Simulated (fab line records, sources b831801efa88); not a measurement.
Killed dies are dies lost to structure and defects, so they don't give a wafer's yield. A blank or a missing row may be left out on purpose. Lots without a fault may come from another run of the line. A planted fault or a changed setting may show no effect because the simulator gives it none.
fab line records | flow gf180mcu
record lots=5 wafers=15 last_day=34
route steps=602 shown HV_LDD@228 NSD@235 PSD@248
lots that met no fault: from a run of the same line without faults
start_h: hours from the record's first day to the start of the lot's first wafer shown | wait_h: hours since the lot's step before | " the same as in the row above | L1.1+2: a row that stands for several wafers | - no value, or no start given | * or withheld: withheld | < > ~ a bound
route shown NAME@n: a module of which the file shows steps, and the number in the route of the first | usual: mean/standard deviation of fault-free wafers | same: alike in all rows | chamber/n: place in a boat | sites: the reading at each site | _std_site: their standard deviation | _edge_site: outer sites' mean less inner sites' | radius_mm: how far each site lies from the wafer's centre | mask NAME#n: copy n | behind: the tool/chamber that last shaped the wafer | hold: why the lot was held/for how many hours/how that ended | device: the transistor (n, p or np) that didn't switch | end of line: the same wafers' tests at the end of the route | a step without rows: its recipe alone | killed: dies lost to structure and defects at the first sort, not the wafer's yield | map: a wafer's dies, x killed, . not, _ none there
set.NAME: the setting as run; set.NAME@STEP: as run at that earlier step | model.NAME: the simulator's own value behind a step, which no gauge read
lots at some steps of the route; a table a step, a row a wafer
services: from which hour (start_h, from the record's first day; less than 0 if before it) a tool's chamber was out of use, for how many hours, and why
## steps
# step GF_HV_LDD_RTA_52
# recipe temp_c=1000 time_s=10 ambient=N2
# usual lamp_power_pct=30.3/1 wafer_temp_C_max=1007.8/1.8
# columns lot.wafer tool chamber start_h wait_h lamp_power_pct wafer_temp_C_max
L074.1 rtp_anneal-02 0 272.71 0.0 29.6 1008.0
L074.2 " 0 " " 29.6 1008.5
L074.3 " 0 " " 29.6 1007.1
L083.1 rtp_anneal-01 0 345.30 0.0 31.8 1004.6
L083.2 " 0 " " 31.8 1007.0
L083.6 " 0 " " 31.9 1007.3
L086.4 rtp_anneal-01 0 369.05 0.0 31.8 1007.0
L086.5 " 0 " " 31.8 1005.3
L086.6 " 0 " " 31.8 1006.4
L089.1 rtp_anneal-01 0 397.41 0.0 31.8 1005.7
L089.4 " 0 " " 31.8 1006.3
L089.5 " 0 " " 31.8 1006.8
L097.1 rtp_anneal-02 0 457.80 0.0 29.6 1007.8
L097.2 " 0 " " 29.5 1007.8
L097.3 " 0 " " 29.6 1008.1
# step GF_HV_LDD_RS_MEAS_53
# recipe thk_meas_gauge=four-point-probe
# usual HV_LDD_RS=418.4/0.99
# columns lot.wafer tool chamber start_h wait_h HV_LDD_RS[ohm/sq]
L074.1 film_metro-03 - 272.78 0.1 416.8
L074.2 " - " " 416.9
L074.3 " - " " 417.4
L083.1 film_metro-02 - 345.37 0.1 419.6
L083.2 " - " " 418.3
L083.6 " - " " 418.5
L086.4 film_metro-04 - 369.14 0.1 419.0
L086.5 " - " " 418.3
L086.6 " - " " 419.3
L089.1 film_metro-03 - 397.48 0.1 418.4
L089.4 " - " " 418.4
L089.5 " - " " 419.4
L097.1 film_metro-03 - 457.87 0.1 417.4
L097.2 " - " " 417.7
L097.3 " - " " 417.5
# step GF_HV_LDD_CVD_54
# recipe material=SiO2 target_thk_nm=10 precursor=TEOS temp_c=680 time_s=75 pressure_mtorr=400
# usual spike_tc_centre_C=680.0/1
# columns lot.wafer tool chamber start_h wait_h spike_tc_centre_C
L074.1 lpcvd-02 0 272.90 0.1 679.4
L074.2 " 0 " " 681.0
L074.3 " 0 " " 681.4
L083.1 lpcvd-02 0 345.49 0.1 680.3
L083.2 " 0 " " 681.3
L083.6 " 0 " " 679.8
L086.4 lpcvd-01 1 369.20 0.0 679.8
L086.5 " 1 " " 680.6
L086.6 " 1 " " 680.9
L089.1 lpcvd-01 0 397.60 0.1 680.4
L089.4 " 0 " " 678.0
L089.5 " 0 " " 678.0
L097.1 lpcvd-02 0 457.99 0.1 678.9
L097.2 " 0 " " 679.3
L097.3 " 0 " " 680.2
# step GF_HV_LDD_THK_MEAS_55
# recipe reads=SiO2_of_HV_LDD_CVD_54
# usual HV_LDD_CVD_54_THK=9.99/0.11
# columns lot.wafer tool chamber start_h wait_h HV_LDD_CVD_54_THK[nm]
L074.1 film_metro-02 - 273.92 0.0 9.98
L074.2 " - " " 9.79
L074.3 " - " " 10.08
L083.1 film_metro-02 - 346.51 0.0 9.87
L083.2 " - " " 9.97
L083.6 " - " " 9.82
L086.4 film_metro-04 - 370.25 0.0 10.02
L086.5 " - " " 10.05
L086.6 " - " " 10.10
L089.1 film_metro-03 - 399.13 0.0 9.96
L089.4 " - " " 10.11
L089.5 " - " " 9.91
L097.1 film_metro-03 - 459.01 0.0 10.00
L097.2 " - " " 9.96
L097.3 " - " " 10.08
# step GF_HV_LDD_CVD_56
# recipe material=Si3N4 precursor=DCS/NH3 target_thk_nm=90 temp_c=770 time_s=1543 pressure_mtorr=250
# usual spike_tc_centre_C=769.9/1.1
# columns lot.wafer tool chamber start_h wait_h spike_tc_centre_C
L074.1 lpcvd-02 0 273.98 0.1 769.0
L074.2 " 0 " " 771.3
L074.3 " 0 " " 769.9
L083.1 lpcvd-01 1 346.57 0.1 771.3
L083.2 " 1 " " 770.3
L083.6 " 1 " " 770.5
L086.4 lpcvd-01 1 370.28 0.0 772.4
L086.5 " 1 " " 772.6
L086.6 " 1 " " 769.4
L089.1 lpcvd-01 1 399.19 0.1 771.8
L089.4 " 1 " " 772.3
L089.5 " 1 " " 770.5
L097.1 lpcvd-01 1 459.07 0.1 769.7
L097.2 " 1 " " 770.6
L097.3 " 1 " " 770.7
# step GF_HV_LDD_THK_MEAS_57
# recipe reads=Si3N4_of_HV_LDD_CVD_56
# usual HV_LDD_CVD_56_THK=90.1/0.93
# columns lot.wafer tool chamber start_h wait_h HV_LDD_CVD_56_THK[nm]
L074.1 film_metro-02 - 275.41 0.0 89.3
L074.2 " - " " 88.7
L074.3 " - " " 88.7
L083.1 film_metro-02 - 348.00 0.0 90.3
L083.2 " - " " 89.5
L083.6 " - " " 90.4
L086.4 film_metro-02 - 371.74 0.0 89.0
L086.5 " - " " 89.9
L086.6 " - " " 89.2
L089.1 film_metro-04 - 401.33 0.0 90.3
L089.4 " - " " 90.2
L089.5 " - " " 90.5
L097.1 film_metro-02 - 460.50 0.0 92.0
L097.2 " - " " 91.7
L097.3 " - " " 91.8
# step GF_HV_LDD_ETCHBACK_58
# recipe chemistry=CH3F/O2 target=Si3N4 stop_on=SiO2 source_w=400 bias_w=80 pressure_mtorr=25 ch3f_flow_sccm=40 O2_flow_sccm=30 time_s=100 target_depth_a=900
# usual chamber_pressure_mTorr=24.998/0.022 drypump_motor_current_A=5.8/0.49 oes_product_au=0.843/0.0063 throttle_valve_pct=10.562/0.0082
# columns lot.wafer tool chamber start_h wait_h chamber_pressure_mTorr drypump_motor_current_A oes_product_au rf_hours_counter_h throttle_valve_pct
L074.1 rie_diel-02 2 275.47 0.1 25.008 5.2 0.843 122 10.557
L074.2 " 0 " " 24.983 5.4 0.839 66 10.570
L074.3 " 1 " " 25.024 6.3 0.834 74 10.563
L083.1 rie_diel-04 3 348.06 0.1 25.022 5.8 0.841 4 10.570
L083.2 " 1 " " 25.011 6.5 0.843 49 10.555
L083.6 " 1 " " 24.995 6.5 0.842 - 10.579
L086.4 rie_diel-04 0 371.77 0.0 24.964 6.4 0.838 69 10.569
L086.5 " 0 " " 24.981 6.4 0.848 - 10.562
L086.6 " 1 " " 24.997 6.5 0.835 - 10.554
L089.1 rie_diel-02 3 401.39 0.1 24.992 5.8 0.844 38 10.560
L089.4 " 1 " " 24.999 6.3 0.846 77 10.573
L089.5 " 1 " " 25.008 6.3 0.843 - 10.560
L097.1 rie_diel-04 1 460.56 0.1 25.003 6.5 0.857 52 10.559
L097.2 " 3 " " 25.016 5.8 0.852 6 10.556
L097.3 " 2 " " 24.984 5.6 0.851 92 10.565
# step GF_NSD_DEHYDRATE_00
# recipe temp_c=200 time_s=60
# usual resist_line_temp_C=23.03/0.11
# columns lot.wafer tool chamber start_h wait_h resist_line_temp_C
L074.1 litho_track-02 0 284.14 8.6 23.03
L074.2 " 0 " " 22.92
L074.3 " 0 " " 23.08
L083.1 litho_track-01 0 357.87 9.8 23.18
L083.2 " 0 " " 23.09
L083.6 " 0 " " 23.14
L086.4 litho_track-01 0 382.29 10.5 23.10
L086.5 " 0 " " 23.05
L086.6 " 0 " " 22.99
L089.1 litho_track-04 0 412.02 10.6 22.99
L089.4 " 0 " " 23.04
L089.5 " 0 " " 23.11
L097.1 litho_track-04 0 471.62 11.0 23.05
L097.2 " 0 " " 23.16
L097.3 " 0 " " 23.09
# step GF_NSD_HMDS_01
# recipe prime_time_s=60 prime_temp_c=120
# usual resist_line_temp_C=22.99/0.12
# columns lot.wafer tool chamber start_h wait_h resist_line_temp_C
L074.1 litho_track-02 0 284.29 0.1 22.89
L074.2 " 0 " " 22.97
L074.3 " 0 " " 22.92
L083.1 litho_track-01 0 358.02 0.1 22.92
L083.2 " 0 " " 22.85
L083.6 " 0 " " 22.90
L086.4 litho_track-01 0 382.44 0.1 22.94
L086.5 " 0 " " 23.11
L086.6 " 0 " " 23.10
L089.1 litho_track-04 0 412.17 0.1 23.04
L089.4 " 0 " " 22.83
L089.5 " 0 " " 23.11
L097.1 litho_track-04 0 471.77 0.1 22.90
L097.2 " 0 " " 22.83
L097.3 " 0 " " 22.85
# step GF_NSD_COAT_02
# recipe resist=NOVOLAK spin_rpm=3000 resist_thk_nm=1000
# usual resist_line_temp_C=23.04/0.1
# columns lot.wafer tool chamber start_h wait_h resist_line_temp_C
L074.1 litho_track-02 0 284.44 0.1 22.88
L074.2 " 0 " " 23.05
L074.3 " 0 " " 23.11
L083.1 litho_track-01 0 358.17 0.1 23.13
L083.2 " 0 " " 23.05
L083.6 " 0 " " 23.02
L086.4 litho_track-01 0 382.59 0.1 23.11
L086.5 " 0 " " 23.01
L086.6 " 0 " " 23.14
L089.1 litho_track-04 0 412.32 0.1 22.92
L089.4 " 0 " " 23.00
L089.5 " 0 " " 22.78
L097.1 litho_track-04 0 471.92 0.1 22.86
L097.2 " 0 " " 23.01
L097.3 " 0 " " 22.95
# step GF_NSD_SOFTBAKE_03
# recipe temp_c=90 time_s=60 resist=NOVOLAK
# usual resist_line_temp_C=23.00/0.092
# columns lot.wafer tool chamber start_h wait_h resist_line_temp_C
L074.1 litho_track-02 0 284.59 0.1 23.00
L074.2 " 0 " " 22.88
L074.3 " 0 " " 22.95
L083.1 litho_track-01 0 358.32 0.1 23.09
L083.2 " 0 " " 23.07
L083.6 " 0 " " 23.08
L086.4 litho_track-01 0 382.74 0.1 23.02
L086.5 " 0 " " 23.00
L086.6 " 0 " " 23.04
L089.1 litho_track-04 0 412.47 0.1 23.04
L089.4 " 0 " " 22.90
L089.5 " 0 " " 23.08
L097.1 litho_track-04 0 472.07 0.1 22.89
L097.2 " 0 " " 22.91
L097.3 " 0 " " 22.98
# step GF_NSD_EXPOSE_04
# recipe mask_id=Nplus target_cd_nm=400 na=0.6 source_shape=conventional sigma_outer=0.6 dose_mj=140
# usual stage_vel_mm_s=500.02/0.26
# columns lot.wafer tool chamber start_h wait_h mask stage_vel_mm_s
L074.1 iline_stepper-02 0 - - Nplus#0 500.01
L074.2 " 0 " " Nplus#0 499.92
L074.3 " 0 " " Nplus#0 500.06
L083.1 iline_stepper-02 0 - - Nplus#0 500.07
L083.2 " 0 " " Nplus#0 500.11
L083.6 " 0 " " Nplus#0 500.22
L086.4 iline_stepper-02 0 - - Nplus#0 499.68
L086.5 " 0 " " Nplus#0 499.82
L086.6 " 0 " " Nplus#0 499.74
L089.1 iline_stepper-02 0 - - Nplus#0 500.08
L089.4 " 0 " " Nplus#0 499.75
L089.5 " 0 " " Nplus#0 499.87
L097.1 iline_stepper-01 0 - - Nplus#0 500.20
L097.2 " 0 " " Nplus#0 499.91
L097.3 " 0 " " Nplus#0 500.06
# step GF_NSD_PEB_05
# recipe temp_c=withheld time_s=* resist=NOVOLAK
# usual resist_line_temp_C=*
# columns lot.wafer tool chamber start_h wait_h resist_line_temp_C
L074.1 litho_track-01 0 - - *
L074.2 " 0 " " *
L074.3 " 0 " " *
L083.1 litho_track-01 0 - - *
L083.2 " 0 " " *
L083.6 " 0 " " *
L086.4 litho_track-04 0 - - *
L086.5 " 0 " " *
L086.6 " 0 " " *
L089.1 litho_track-01 0 - - *
L089.4 " 0 " " *
L089.5 " 0 " " *
L097.1 litho_track-01 0 - - *
L097.2 " 0 " " *
L097.3 " 0 " " *
# step GF_NSD_DEVELOP_06
# recipe develop_time_s=60 dev_temp_c=23
# usual resist_line_temp_C=23.00/0.094
# columns lot.wafer tool chamber start_h wait_h resist_line_temp_C
L074.1 litho_track-01 0 294.12 0.1 23.05
L074.2 " 0 " " 22.92
L074.3 " 0 " " 23.08
L083.1 litho_track-01 0 369.12 0.1 23.02
L083.2 " 0 " " 23.01
L083.6 " 0 " " 22.90
L086.4 litho_track-04 0 394.00 0.1 23.05
L086.5 " 0 " " 22.90
L086.6 " 0 " " 22.90
L089.1 litho_track-01 0 423.71 0.1 23.02
L089.4 " 0 " " 23.07
L089.5 " 0 " " 23.12
L097.1 litho_track-01 0 484.36 0.1 22.96
L097.2 " 0 " " 22.98
L097.3 " 0 " " 22.98
# step GF_NSD_CD_MEAS_07
# recipe target_cd_nm=400
# usual cd_nm=399.6/2.1
# columns lot.wafer tool chamber start_h wait_h cd_nm
L074.1 cd_sem-02 - 294.27 0.1 398.7
L074.2 " - " " 399.5
L074.3 " - " " 402.9
L083.1 cd_sem-02 - 369.27 0.1 398.1
L083.2 " - " " 397.2
L083.6 " - " " 396.9
L086.4 cd_sem-02 - 394.13 0.1 398.4
L086.5 " - " " 398.2
L086.6 " - " " 399.3
L089.1 cd_sem-01 - 423.86 0.1 398.9
L089.4 " - " " 402.1
L089.5 " - " " 399.5
L097.1 cd_sem-01 - 484.51 0.1 404.2
L097.2 " - " " 402.6
L097.3 " - " " 402.5
# step GF_NSD_OVL_MEAS_08
# usual NSD_OVL=-0.2/1.4
# columns lot.wafer tool chamber start_h wait_h NSD_OVL[nm]
L074.1 overlay-01 - 294.39 0.1 0.5
L074.2 " - " " -0.5
L074.3 " - " " 0.4
L083.1 overlay-01 - 369.39 0.1 -1.4
L083.2 " - " " -1.6
L083.6 " - " " -0.2
L086.4 overlay-01 - 394.21 0.1 -1.7
L086.5 " - " " -0.2
L086.6 " - " " -2.6
L089.1 overlay-02 - 423.98 0.1 0.4
L089.4 " - " " -1.1
L089.5 " - " " 0.0
L097.1 overlay-02 - 484.63 0.1 1.8
L097.2 " - " " 0.9
L097.3 " - " " 0.1
# step GF_NSD_IMPLANT_09
# recipe species=As energy_kev=60 dose_cm2=4e+15 tilt_deg=7
# columns lot.wafer tool chamber start_h wait_h
L074.1+2+3 implanter-02 0 294.42 0.0
L083.1+2+6 implanter-04 0 369.42 0.0
L086.4+5+6 implanter-03 0 394.31 0.1
L089.1+4+5 implanter-04 0 424.02 0.0
L097.1+2+3 implanter-03 0 484.67 0.0
# step GF_NSD_IMPLANT_10
# recipe species=P energy_kev=40 dose_cm2=5e+14 tilt_deg=7
# columns lot.wafer tool chamber start_h wait_h
L074.1+2+3 implanter-02 0 294.57 0.1
L083.1+2+6 implanter-04 0 369.57 0.1
L086.4+5+6 implanter-03 0 394.46 0.1
L089.1+4+5 implanter-04 0 424.17 0.1
L097.1+2+3 implanter-03 0 484.82 0.1
# step GF_NSD_STRIP_11
# recipe chemistry=O2/N2 power_w=1400 pressure_mtorr=1500 platen_temp_c=250 o2_flow_sccm=3000 n2_flow_sccm=300 overash_fraction=0.5
# usual chamber_pressure_mTorr=1499.9/1.4 drypump_motor_current_A=5.5/0.34 heater_power_w=335/55 oes_product_au=0.487/0.0045 strip_time_to_endpoint_s=22.96/0.041
# columns lot.wafer tool chamber start_h wait_h chamber_pressure_mTorr drypump_motor_current_A heater_power_w oes_product_au rf_hours_counter_h strip_time_to_endpoint_s
L074.1 plasma_asher-03 1 294.72 0.1 1500.3 5.9 434 0.481 49 22.99
L074.2 " 0 " " 1497.2 5.4 282 0.486 49 22.99
L074.3 " 0 " " 1501.7 5.4 286 0.489 - 22.96
L083.1 plasma_asher-02 0 369.72 0.1 1501.6 5.0 306 0.490 74 22.99
L083.2 " 1 " " 1500.7 5.6 351 0.486 74 22.96
L083.6 " 0 " " 1498.7 5.0 307 0.491 - 22.96
L086.4 plasma_asher-02 1 394.56 0.1 1500.4 5.6 338 0.480 - 22.99
L086.5 " 1 " " 1501.2 5.6 346 0.487 - 23.00
L086.6 " 0 " " 1501.7 5.0 312 0.487 - 22.98
L089.1 plasma_asher-03 0 424.32 0.1 1501.2 5.4 284 0.498 62 22.97
L089.4 " 1 " " 1501.4 5.9 442 0.485 - 22.91
L089.5 " 0 " " 1498.0 5.4 281 0.487 - 22.94
L097.1 plasma_asher-03 1 484.97 0.1 1500.5 5.9 435 0.485 68 22.96
L097.2 " 0 " " 1500.1 5.4 274 0.477 68 22.93
L097.3 " 1 " " 1498.6 5.9 448 0.486 - 22.97
# step GF_NSD_TW_MEAS_12
# usual NSD_TW=4231/28
# columns lot.wafer tool chamber start_h wait_h NSD_TW
L074.1 film_metro-03 - 294.82 0.1 4202
L074.2 " - " " 4194
L074.3 " - " " 4237
L083.1 film_metro-03 - 369.82 0.1 4186
L083.2 " - " " 4204
L083.6 " - " " 4196
L086.4 film_metro-03 - 394.66 0.1 4215
L086.5 " - " " 4195
L086.6 " - " " 4203
L089.1 film_metro-01 - 424.42 0.1 4189
L089.4 " - " " 4208
L089.5 " - " " 4183
L097.1 film_metro-01 - 485.07 0.1 4204
L097.2 " - " " 4216
L097.3 " - " " 4208
# step GF_PSD_DEHYDRATE_00
# recipe temp_c=200 time_s=60
# usual resist_line_temp_C=23.01/0.088
# columns lot.wafer tool chamber start_h wait_h resist_line_temp_C
L074.1 litho_track-04 0 304.43 9.6 23.10
L074.2 " 0 " " 23.05
L074.3 " 0 " " 23.01
L083.1 litho_track-04 0 380.42 10.6 23.01
L083.2 " 0 " " 22.97
L083.6 " 0 " " 22.97
L086.4 litho_track-02 0 405.56 10.9 23.02
L086.5 " 0 " " 22.88
L086.6 " 0 " " 22.99
L089.1 litho_track-04 0 435.87 11.4 23.13
L089.4 " 0 " " 22.93
L089.5 " 0 " " 23.06
L097.1 litho_track-04 0 496.72 11.6 23.06
L097.2 " 0 " " 23.03
L097.3 " 0 " " 22.93
# step GF_PSD_HMDS_01
# recipe prime_time_s=60 prime_temp_c=120
# usual resist_line_temp_C=23.01/0.11
# columns lot.wafer tool chamber start_h wait_h resist_line_temp_C
L074.1 litho_track-04 0 304.58 0.1 22.94
L074.2 " 0 " " 22.85
L074.3 " 0 " " 23.20
L083.1 litho_track-04 0 380.57 0.1 23.01
L083.2 " 0 " " 23.09
L083.6 " 0 " " 23.06
L086.4 litho_track-02 0 405.71 0.1 22.97
L086.5 " 0 " " 23.05
L086.6 " 0 " " 22.93
L089.1 litho_track-04 0 436.02 0.1 23.00
L089.4 " 0 " " 23.01
L089.5 " 0 " " 22.95
L097.1 litho_track-04 0 496.87 0.1 22.83
L097.2 " 0 " " 22.90
L097.3 " 0 " " 22.92
# step GF_PSD_COAT_02
# recipe resist=NOVOLAK spin_rpm=3000 resist_thk_nm=1000
# usual resist_line_temp_C=22.99/0.11
# columns lot.wafer tool chamber start_h wait_h resist_line_temp_C
L074.1 litho_track-04 0 304.73 0.1 22.85
L074.2 " 0 " " 22.86
L074.3 " 0 " " 22.93
L083.1 litho_track-04 0 380.72 0.1 23.20
L083.2 " 0 " " 23.00
L083.6 " 0 " " 22.96
L086.4 litho_track-02 0 405.86 0.1 23.07
L086.5 " 0 " " 23.03
L086.6 " 0 " " 22.94
L089.1 litho_track-04 0 436.17 0.1 23.20
L089.4 " 0 " " 22.94
L089.5 " 0 " " 23.09
L097.1 litho_track-04 0 497.02 0.1 23.07
L097.2 " 0 " " 23.00
L097.3 " 0 " " 23.02
# step GF_PSD_SOFTBAKE_03
# recipe temp_c=90 time_s=60 resist=NOVOLAK
# usual resist_line_temp_C=23.01/0.11
# columns lot.wafer tool chamber start_h wait_h resist_line_temp_C
L074.1 litho_track-04 0 304.88 0.1 23.17
L074.2 " 0 " " 23.05
L074.3 " 0 " " 22.75
L083.1 litho_track-04 0 380.87 0.1 23.18
L083.2 " 0 " " 23.16
L083.6 " 0 " " 22.92
L086.4 litho_track-02 0 406.01 0.1 23.01
L086.5 " 0 " " 23.06
L086.6 " 0 " " 23.01
L089.1 litho_track-04 0 436.32 0.1 23.03
L089.4 " 0 " " 23.04
L089.5 " 0 " " 23.12
L097.1 litho_track-04 0 497.17 0.1 23.07
L097.2 " 0 " " 23.22
L097.3 " 0 " " 23.12
# step GF_PSD_EXPOSE_04
# recipe mask_id=Pplus target_cd_nm=400 na=0.6 source_shape=conventional sigma_outer=0.6 dose_mj=140
# usual stage_vel_mm_s=500.06/0.25
# columns lot.wafer tool chamber start_h wait_h mask stage_vel_mm_s
L074.1 iline_stepper-02 0 - - Pplus#0 499.99
L074.2 " 0 " " Pplus#0 500.18
L074.3 " 0 " " Pplus#0 500.07
L083.1 iline_stepper-02 0 - - Pplus#0 499.85
L083.2 " 0 " " Pplus#0 500.14
L083.6 " 0 " " Pplus#0 499.93
L086.4 iline_stepper-02 0 - - Pplus#0 499.85
L086.5 " 0 " " Pplus#0 499.88
L086.6 " 0 " " Pplus#0 499.87
L089.1 iline_stepper-02 0 - - Pplus#0 499.88
L089.4 " 0 " " Pplus#0 499.87
L089.5 " 0 " " Pplus#0 499.76
L097.1 iline_stepper-02 0 - - Pplus#0 500.15
L097.2 " 0 " " Pplus#0 499.93
L097.3 " 0 " " Pplus#0 499.82
# step GF_PSD_PEB_05
# recipe temp_c=withheld time_s=* resist=NOVOLAK
# usual resist_line_temp_C=*
# columns lot.wafer tool chamber start_h wait_h resist_line_temp_C
L074.1 litho_track-02 0 - - *
L074.2 " 0 " " *
L074.3 " 0 " " *
L083.1 litho_track-02 0 - - *
L083.2 " 0 " " *
L083.6 " 0 " " *
L086.4 litho_track-04 0 - - *
L086.5 " 0 " " *
L086.6 " 0 " " *
L089.1 litho_track-04 0 - - *
L089.4 " 0 " " *
L089.5 " 0 " " *
L097.1 litho_track-04 0 - - *
L097.2 " 0 " " *
L097.3 " 0 " " *
# step GF_PSD_DEVELOP_06
# recipe develop_time_s=60 dev_temp_c=23
# usual resist_line_temp_C=23.00/0.12
# columns lot.wafer tool chamber start_h wait_h resist_line_temp_C
L074.1 litho_track-02 0 314.84 0.1 23.00
L074.2 " 0 " " 22.93
L074.3 " 0 " " 22.99
L083.1 litho_track-02 0 392.04 0.1 23.22
L083.2 " 0 " " 22.90
L083.6 " 0 " " 23.02
L086.4 litho_track-04 0 417.85 0.1 22.94
L086.5 " 0 " " 22.97
L086.6 " 0 " " 22.93
L089.1 litho_track-04 0 447.97 0.1 22.97
L089.4 " 0 " " 23.12
L089.5 " 0 " " 23.05
L097.1 litho_track-04 0 508.67 0.1 22.84
L097.2 " 0 " " 23.04
L097.3 " 0 " " 23.08
# step GF_PSD_CD_MEAS_07
# recipe target_cd_nm=400
# usual cd_nm=400.0/2.8
# columns lot.wafer tool chamber start_h wait_h cd_nm
L074.1 cd_sem-02 - 314.99 0.1 402.8
L074.2 " - " " 401.0
L074.3 " - " " 403.5
L083.1 cd_sem-01 - 392.19 0.1 397.0
L083.2 " - " " 397.6
L083.6 " - " " 396.6
L086.4 cd_sem-01 - 417.98 0.1 400.1
L086.5 " - " " 402.8
L086.6 " - " " 399.2
L089.1 cd_sem-01 - 448.12 0.1 401.9
L089.4 " - " " 401.4
L089.5 " - " " 401.4
L097.1 cd_sem-02 - 508.82 0.1 404.7
L097.2 " - " " 403.9
L097.3 " - " " 404.0
# step GF_PSD_OVL_MEAS_08
# usual PSD_OVL=0.6/1.4
# columns lot.wafer tool chamber start_h wait_h PSD_OVL[nm]
L074.1 overlay-02 - 315.11 0.1 -1.1
L074.2 " - " " -0.4
L074.3 " - " " 0.6
L083.1 overlay-01 - 392.31 0.1 1.6
L083.2 " - " " 0.7
L083.6 " - " " 1.4
L086.4 overlay-01 - 418.06 0.1 -2.3
L086.5 " - " " -0.8
L086.6 " - " " -1.5
L089.1 overlay-02 - 448.24 0.1 1.1
L089.4 " - " " 1.4
L089.5 " - " " 0.9
L097.1 overlay-01 - 508.94 0.1 -1.4
L097.2 " - " " -0.4
L097.3 " - " " -1.8
# step GF_PSD_IMPLANT_09
# recipe species=BF2 energy_kev=40 dose_cm2=1.5e+15 tilt_deg=7
# columns lot.wafer tool chamber start_h wait_h
L074.1+2+3 implanter-03 0 315.14 0.0
L083.1+2+6 implanter-03 0 392.34 0.0
L086.4+5+6 implanter-02 0 418.16 0.1
L089.1+4+5 implanter-02 0 448.28 0.0
L097.1+2+3 implanter-02 0 508.98 0.0
# step GF_PSD_STRIP_10
# recipe chemistry=O2/N2 power_w=1400 pressure_mtorr=1500 platen_temp_c=250 o2_flow_sccm=3000 n2_flow_sccm=300 overash_fraction=0.5
# usual chamber_pressure_mTorr=1500.1/1.3 drypump_motor_current_A=5.6/0.31 heater_power_w=342/63 oes_product_au=0.592/0.0042 strip_time_to_endpoint_s=16.51/0.032
# columns lot.wafer tool chamber start_h wait_h chamber_pressure_mTorr drypump_motor_current_A heater_power_w oes_product_au rf_hours_counter_h strip_time_to_endpoint_s
L074.1 plasma_asher-04 1 315.29 0.1 1500.6 6.1 272 0.589 67 16.53
L074.2 " 0 " " 1498.2 5.2 324 0.593 67 16.52
L074.3 " 1 " " 1500.9 6.1 276 0.596 - 16.51
L083.1 plasma_asher-01 0 392.49 0.1 1498.6 5.7 366 0.599 27 16.54
L083.2 " 1 " " 1500.7 5.3 391 0.592 27 16.49
L083.6 " 1 " " 1499.8 5.3 380 0.595 - 16.53
L086.4 plasma_asher-04 1 418.26 0.1 1499.4 6.1 270 0.593 - 16.46
L086.5 " 1 " " 1500.0 6.1 275 0.591 - 16.49
L086.6 " 0 " " 1502.7 5.2 336 0.595 - 16.42
L089.1 plasma_asher-03 0 448.43 0.1 1498.5 5.4 281 0.593 65 16.48
L089.4 " 1 " " 1499.3 5.9 440 0.594 - 16.50
L089.5 " 0 " " 1499.2 5.4 292 0.598 - 16.53
L097.1 plasma_asher-03 0 509.13 0.1 1499.8 5.4 283 0.588 71 16.56
L097.2 " 1 " " 1500.9 5.8 448 0.592 71 16.53
L097.3 " 1 " " 1500.8 5.9 444 0.587 - 16.50
# step GF_PSD_TW_MEAS_11
# usual PSD_TW=3167/22
# columns lot.wafer tool chamber start_h wait_h PSD_TW
L074.1 film_metro-02 - 315.39 0.1 3160
L074.2 " - " " 3194
L074.3 " - " " 3184
L083.1 film_metro-02 - 392.59 0.1 3191
L083.2 " - " " 3192
L083.6 " - " " 3188
L086.4 film_metro-02 - 418.36 0.1 3198
L086.5 " - " " 3186
L086.6 " - " " 3175
L089.1 film_metro-03 - 448.53 0.1 3146
L089.4 " - " " 3153
L089.5 " - " " 3154
L097.1 film_metro-01 - 509.23 0.1 3166
L097.2 " - " " 3159
L097.3 " - " " 3145
# step GF_PSD_CLEAN_12
# recipe chemistry=SC1/SC2 mix=1:4:20 temp_c=70 time_s=150 dry=n2_spin
# columns lot.wafer tool chamber start_h wait_h
L074.1+2+3 wet_bench-03 3 315.45 0.1
L083.1+2+6 wet_bench-02 3 392.65 0.1
L086.4+5+6 wet_bench-02 1 418.39 0.0
L089.1+4+5 wet_bench-01 3 448.59 0.1
L097.1+2+3 wet_bench-02 2 509.29 0.1
# step GF_PSD_RTA_13
# recipe temp_c=1025 time_s=20 ambient=N2
# usual lamp_power_pct=31.8/1.1 wafer_temp_C_max=1032.9/2.3
# columns lot.wafer tool chamber start_h wait_h lamp_power_pct wafer_temp_C_max
L074.1 rtp_anneal-02 0 315.51 0.0 30.7 1033.5
L074.2 " 0 " " 30.7 1035.2
L074.3 " 0 " " 30.7 1032.7
L083.1 rtp_anneal-02 0 392.70 0.0 30.7 1030.3
L083.2 " 0 " " 30.7 1037.5
L083.6 " 0 " " 30.7 1033.8
L086.4 rtp_anneal-01 0 418.49 0.0 33.0 1030.4
L086.5 " 0 " " 33.0 1030.6
L086.6 " 0 " " 33.0 1030.2
L089.1 rtp_anneal-01 0 448.64 0.0 33.0 1030.6
L089.4 " 0 " " 33.0 1030.8
L089.5 " 0 " " 33.0 1032.3
L097.1 rtp_anneal-02 0 509.34 0.0 30.7 1035.9
L097.2 " 0 " " 30.7 1035.0
L097.3 " 0 " " 30.7 1033.7
# step GF_PSD_RS_MEAS_14
# recipe thk_meas_gauge=four-point-probe
# usual NSD_RS=46.13/0.1
# columns lot.wafer tool chamber start_h wait_h NSD_RS[ohm/sq]
L074.1 film_metro-02 - 315.59 0.1 46.21
L074.2 " - " " 46.10
L074.3 " - " " 46.05
L083.1 film_metro-03 - 392.79 0.1 46.17
L083.2 " - " " 46.24
L083.6 " - " " 46.19
L086.4 film_metro-03 - 418.59 0.1 46.16
L086.5 " - " " 46.01
L086.6 " - " " 46.05
L089.1 film_metro-02 - 448.73 0.1 46.37
L089.4 " - " " 46.28
L089.5 " - " " 46.41
L097.1 film_metro-02 - 509.42 0.1 46.20
L097.2 " - " " 46.15
L097.3 " - " " 46.05
## services
# columns tool chamber start_h hours kind
implanter-03 - 251.93 3.1 repair
implanter-03 - 257.07 2.3 repair
rtp_anneal-01 - 258.35 2.6 pm
iline_stepper-02 - 261.07 1.7 pm
implanter-02 - 261.16 1.5 repair
implanter-04 - 270.36 9.2 repair
implanter-03 - 286.45 2.7 pm
implanter-03 - 289.32 3.2 repair
implanter-04 - 290.53 4.1 repair
plasma_asher-03 - 300.86 1.6 repair
lpcvd-02 - 314.61 2.8 pm
implanter-04 - 325.71 4.0 pm
plasma_asher-03 - 329.56 2.3 repair
iline_stepper-02 - 341.67 2.1 repair
implanter-04 - 407.55 10.4 repair
implanter-03 - 409.45 3.1 repair
implanter-04 - 418.15 3.0 repair
implanter-04 - 419.07 2.1 repair
implanter-02 - 422.65 5.4 repair
implanter-03 - 441.27 2.4 repair
implanter-04 - 468.28 3.3 repair
iline_stepper-02 - 479.21 1.7 pm
implanter-03 - 482.12 2.5 repair
implanter-02 - 504.75 2.0 repair
## key
fault none
